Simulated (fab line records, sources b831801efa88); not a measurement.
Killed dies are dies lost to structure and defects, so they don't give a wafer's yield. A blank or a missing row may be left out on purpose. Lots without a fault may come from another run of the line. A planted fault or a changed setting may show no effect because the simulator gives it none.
Which tool did it? | flow gf180mcu | 12 lots, 36 wafers sampled, at 4 steps of a route of 602

WHAT THE GAUGES READ, wafer by wafer
GF_M1_RS_MEAS_05: measures by four-point-probe.
lot  | measured     | on            | M1_ALCU_RS (ohm/sq)
L978 | day 16 07:17 | film_metro-03 | 0.0695 0.0696 0.0695
L979 | day 16 11:11 | film_metro-03 | 0.0706 0.0702 0.0697
L980 | day 16 21:23 | film_metro-02 | 0.0698 0.0695 0.0692
L981 | day 17 07:18 | film_metro-03 | 0.0692 0.0698 0.0688
L984 | day 18 15:06 | film_metro-03 | 0.0701 0.0697 0.0698
L988 | day 19 22:11 | film_metro-03 | 0.0696 0.0691 0.0692
L989 | day 20 13:39 | film_metro-02 | 0.0705 0.0696 0.0700
L992 | day 21 06:21 | film_metro-03 | 0.0696 0.0697 0.0698
L994 | day 21 23:10 | film_metro-02 | 0.0705 0.0703 0.0699
L995 | day 22 08:39 | film_metro-02 | 0.1888 0.0698 0.0698
L996 | day 23 03:42 | film_metro-03 | 0.0694 0.0686 0.0695
L999 | day 24 01:40 | film_metro-02 | 0.0688 0.0691 0.0697

GF_M1_THK_MEAS_06: measures by xrf.
lot  | measured     | on            | M1_ALCU_THK (nm)
L978 | day 16 07:24 | film_metro-03 | 447 446 448
L979 | day 16 11:18 | film_metro-03 | 443 443 443
L980 | day 16 21:29 | film_metro-02 | 452 455 455
L981 | day 17 07:25 | film_metro-03 | 445 442 449
L984 | day 18 15:12 | film_metro-03 | 444 443 444
L988 | day 19 22:18 | film_metro-03 | 444 448 448
L989 | day 20 13:46 | film_metro-02 | 446 451 449
L992 | day 21 06:28 | film_metro-03 | 448 445 447
L994 | day 21 23:16 | film_metro-02 | 447 449 450
L995 | day 22 08:46 | film_metro-02 | 171 452 452
L996 | day 23 03:49 | film_metro-03 | 447 452 447
L999 | day 24 01:47 | film_metro-02 | 459 458 454

WHICH TOOL RAN EACH LOT (tool, then ch and the chambers of the sampled wafers, then the start)
lot  | GF_CONTACT_ETCH_16                 | GF_M1_SPUTTER_02
L978 | rie_diel-03 ch 1,3, day 16 05:49   | pvd_sputter-01, day 16 07:11
L979 | rie_diel-04 ch 1,2,3, day 16 09:22 | pvd_sputter-03, day 16 11:04
L980 | rie_diel-01 ch 0,1,2, day 16 19:58 | pvd_sputter-01, day 16 21:15
L981 | rie_diel-04 ch 0,1,3, day 17 05:31 | pvd_sputter-03, day 17 07:11
L984 | rie_diel-03 ch 2,3, day 18 13:39   | pvd_sputter-03, day 18 14:58
L988 | rie_diel-01 ch 0,2, day 19 20:48   | pvd_sputter-03, day 19 22:05
L989 | rie_diel-04 ch 1,2, day 20 12:16   | pvd_sputter-02, day 20 13:32
L992 | rie_diel-04 ch 1,2,3, day 21 04:58 | pvd_sputter-01, day 21 06:14
L994 | rie_diel-03 ch 1,2,3, day 21 21:46 | pvd_sputter-02, day 21 23:03
L995 | rie_diel-04 ch 0,1,3, day 22 07:16 | pvd_sputter-01, day 22 08:34
L996 | rie_diel-04 ch 1,2,3, day 22 18:34 | pvd_sputter-02, day 23 03:35
L999 | rie_diel-03 ch 2,3, day 24 00:18   | pvd_sputter-02, day 24 01:35
- GF_CONTACT_ETCH_16: etches BARC in N2/H2.
- GF_M1_SPUTTER_02: material AlCu, target thk 450 nm, time 23.9 s.

WHAT THE TOOLS THEMSELVES READ (means of the sampled wafers that have a number; where no wafer has one, the mark that the record gives instead)
GF_CONTACT_ETCH_16.
lot  | tool        | drypump_motor_current_A (A) | oes_product_au (a.u.) | throttle_valve_pct (%)
L978 | rie_diel-03 | 6.4                         | 0.856                 | 13.229
L979 | rie_diel-04 | 5.5                         | 0.857                 | 13.218
L980 | rie_diel-01 | 5.6                         | 0.858                 | 13.225
L981 | rie_diel-04 | 5.4                         | 0.853                 | 13.219
L984 | rie_diel-03 | 6.0                         | 0.852                 | 13.231
L988 | rie_diel-01 | 5.5                         | 0.853                 | 13.223
L989 | rie_diel-04 | 5.7                         | 0.854                 | 13.232
L992 | rie_diel-04 | 5.6                         | 0.853                 | 13.221
L994 | rie_diel-03 | 6.1                         | 0.851                 | 13.232
L995 | rie_diel-04 | 5.4                         | 0.854                 | 13.230
L996 | rie_diel-04 | 5.5                         | 0.853                 | 13.219
L999 | rie_diel-03 | 6.0                         | 0.852                 | 13.220

GF_M1_SPUTTER_02.
lot  | tool           | throttle_valve_pct (%)
L978 | pvd_sputter-01 | 29.3
L979 | pvd_sputter-03 | 29.7
L980 | pvd_sputter-01 | 30.7
L981 | pvd_sputter-03 | 30.0
L984 | pvd_sputter-03 | 29.8
L988 | pvd_sputter-03 | 29.2
L989 | pvd_sputter-02 | 28.2
L992 | pvd_sputter-01 | 29.5
L994 | pvd_sputter-02 | 28.0
L995 | pvd_sputter-01 | 30.2
L996 | pvd_sputter-02 | 28.7
L999 | pvd_sputter-02 | 30.0

THE ANSWER, worked out from the rows above alone
Rule: what is usual is taken from the lots themselves. Put in order of their means at a reading, lots are off if they are a third of the lots or fewer, leave a main group of 4 or more, and stand apart from it by a gap of 3 or more times the standard deviation of the main group's means; of several such gaps the widest counts. A main group whose means are all the same, to the digits that the tables above print for the reading, isn't used. A lot without any number at a reading at which 4 lots or more have one is off too. The other lots that the step has rows for count as sound. The gauges are gone through in route order, then the tools' own readings, and for those a lot's mean is taken as printed above. The first step at which some lot is off is used, and at that step the reading that is off furthest; a lot without a number counts as furthest.
Off: L995, at GF_M1_RS_MEAS_05 (M1_ALCU_RS). The main group: mean 0.0696 ohm/sq, standard deviation 0.00037.
A tool fits if, at a process step before that reading, it ran every lot that is off, and no sound lot after the first of them. The gauges at GF_M1_RS_MEAS_05 are tried like those tools. One fits: pvd_sputter-01 at GF_M1_SPUTTER_02. Its last sound lot is L992 (day 21 06:14), its first lot that is off L995 (day 22 08:34): a fault that began between those two fits.

WHAT THE SIMULATOR HAD PUT IN
Process parameter drift: pvd_sputter-01, from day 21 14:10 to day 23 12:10, at GF_M1_SPUTTER_02. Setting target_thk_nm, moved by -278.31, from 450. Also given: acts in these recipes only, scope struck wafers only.
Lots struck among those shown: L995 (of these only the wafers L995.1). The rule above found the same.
